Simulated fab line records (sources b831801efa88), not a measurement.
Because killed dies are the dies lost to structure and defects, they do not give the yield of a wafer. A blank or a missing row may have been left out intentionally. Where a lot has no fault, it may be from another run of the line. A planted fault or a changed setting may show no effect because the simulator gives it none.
Which tool did it? | flow gf180mcu | 36 wafers sampled from 12 lots at 1 step of a route of 602

## WHAT EACH GAUGE READ, for each wafer
GF_V2_BOW_MEAS_05.
lot  | measured     | on            | V2_BOW (um)
L075 | day 19 08:45 | film_metro-01 | 103 105 106
L077 | day 20 12:56 | film_metro-04 | 103 93 101
L079 | day 20 22:10 | film_metro-02 | 109 104 95
L081 | day 21 16:20 | film_metro-02 | 101 95 102
L083 | day 22 08:08 | film_metro-01 | 91 103 108
L085 | day 23 06:07 | film_metro-04 | 82 95 99
L087 | day 24 06:49 | film_metro-02 | 97 110 106
L089 | day 24 18:38 | film_metro-02 | 106 105 97
L091 | day 25 07:31 | film_metro-02 | 112 116 103
L093 | day 26 05:50 | film_metro-02 | 116 107 110
L095 | day 26 10:25 | film_metro-02 | 93 93 124
L097 | day 27 09:41 | film_metro-02 | 102 98 91

## WHICH TOOL RAN EACH LOT (tool, then ch and the chambers of the sampled wafers, then the start)
There is no process step in the record ahead of these readings.

## THE ANSWER, worked out from the rows above alone
Rule: usual is defined by the lots themselves. The widest of any qualifying gaps counts: lots, ordered by their means at a reading, are off when they make up no more than a third of the lots, leave a main group of 4 or more, and stand apart from it by 3 or more times the standard deviation of that group's means. Not used: any main group whose means are identical at the precision the tables above print for the reading. Also off: a lot with no number at a reading for which 4 or more lots have one. Any other lot the step has rows for is counted as sound.
Nothing can be told from this: no lot is off at any reading shown.

## WHAT THE SIMULATOR PUT IN
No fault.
